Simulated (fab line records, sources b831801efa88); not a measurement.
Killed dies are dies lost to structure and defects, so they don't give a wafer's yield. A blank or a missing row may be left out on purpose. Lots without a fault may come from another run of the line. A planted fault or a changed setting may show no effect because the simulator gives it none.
Chamber matching | flow gf180mcu | GF_STI_CMP_25 on cmp-01: 4 sister chambers
The step polishes, stops on Si3N4, t overpolish 33 s, target thk 524.6 nm. 18 wafers are shown with their chamber, then 9 later ones without.

WAFERS WITH THEIR CHAMBER
wafer  | chamber | time_to_endpoint_s (s) | motor_current_A (A) | overpolish_run_s (s)
L436.1 | 3       | 119                    | 11.8                | 33.011
L436.5 | 1       | 118                    | 12.6                | 33.000
L436.6 | 0       | 122                    | 12.1                | 33.001
L437.1 | 2       | 114                    | 12.2                | 32.984
L437.4 | 1       | 108                    | 12.2                | 33.014
L437.6 | 1       | 111                    | 12.3                | 33.015
L442.1 | 3       | 117                    | 12.5                | 32.990
L442.5 | 1       | 117                    | 11.8                | 33.004
L442.6 | 2       | 122                    | 11.6                | 33.004
L443.1 | 3       | 118                    | 11.7                | 33.011
L443.3 | 2       | 123                    | 11.6                | 33.001
L443.5 | 3       | 115                    | 11.7                | 33.005
L454.3 | 3       | 121                    | 12.0                | 33.004
L454.5 | 0       | 129                    | 11.7                | 32.983
L454.6 | 3       | 121                    | 11.8                | 32.994
L455.1 | 2       | 129                    | 11.4                | 33.009
L455.2 | 3       | 116                    | 12.6                | 32.997
L455.6 | 3       | 122                    | 12.8                | 32.981

SIGNATURES (means of the wafers above)
reading            | chamber 0 | chamber 1 | chamber 2 | chamber 3 | scatter within a chamber
time_to_endpoint_s | 125.50    | 113.50    | 122.00    | 118.62    | 4.25
motor_current_A    | 11.900    | 12.225    | 11.700    | 12.113    | 0.394
overpolish_run_s   | 32.99200  | 33.00825  | 32.99950  | 32.99912  | 0.0102
Rule: a wafer's distance from a chamber is the root of the sum, over the readings, of the square of ((its reading less the chamber's mean) divided by the reading's scatter). The wafer belongs to the nearest chamber; if the next one is less than 2 further off, it can't be placed. The scatter: the root of (the sum of the squares of (reading less its chamber's mean) over the shown wafers, divided by (wafers less chambers)).

WAFERS WITHOUT THEIR CHAMBER
wafer  | time_to_endpoint_s (s) | motor_current_A (A) | overpolish_run_s (s)
L456.2 | 123                    | 13.0                | 33.012
L456.3 | 124                    | 11.8                | 32.994
L456.4 | 128                    | 11.7                | 33.021
L457.3 | 125                    | 12.3                | 32.986
L457.5 | 119                    | 12.7                | 33.005
L457.6 | 123                    | 11.6                | 32.990
L458.1 | 126                    | 11.4                | 33.012
L458.4 | 116                    | 11.6                | 33.011
L458.6 | 118                    | 12.9                | 32.984

WHICH CHAMBER EACH WENT THROUGH
wafer  | from the rows above               | in truth
L456.2 | can't be placed: 3 or 1 or 0 or 2 | 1
L456.3 | can't be placed: 0 or 2 or 3      | 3
L456.4 | can't be placed: 2 or 0 or 3 or 1 | 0
L457.3 | can't be placed: 0 or 3 or 2      | 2
L457.5 | can't be placed: 3 or 1 or 2 or 0 | 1
L457.6 | can't be placed: 0 or 2 or 3      | 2
L458.1 | can't be placed: 2 or 0 or 3 or 1 | 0
L458.4 | can't be placed: 1 or 2 or 3 or 0 | 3
L458.6 | can't be placed: 3 or 1 or 0 or 2 | 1
Placed correctly: 0 of 9. Can't be placed from these rows: 9 (the true chamber is among the candidates in 9). Placed wrongly: 0.
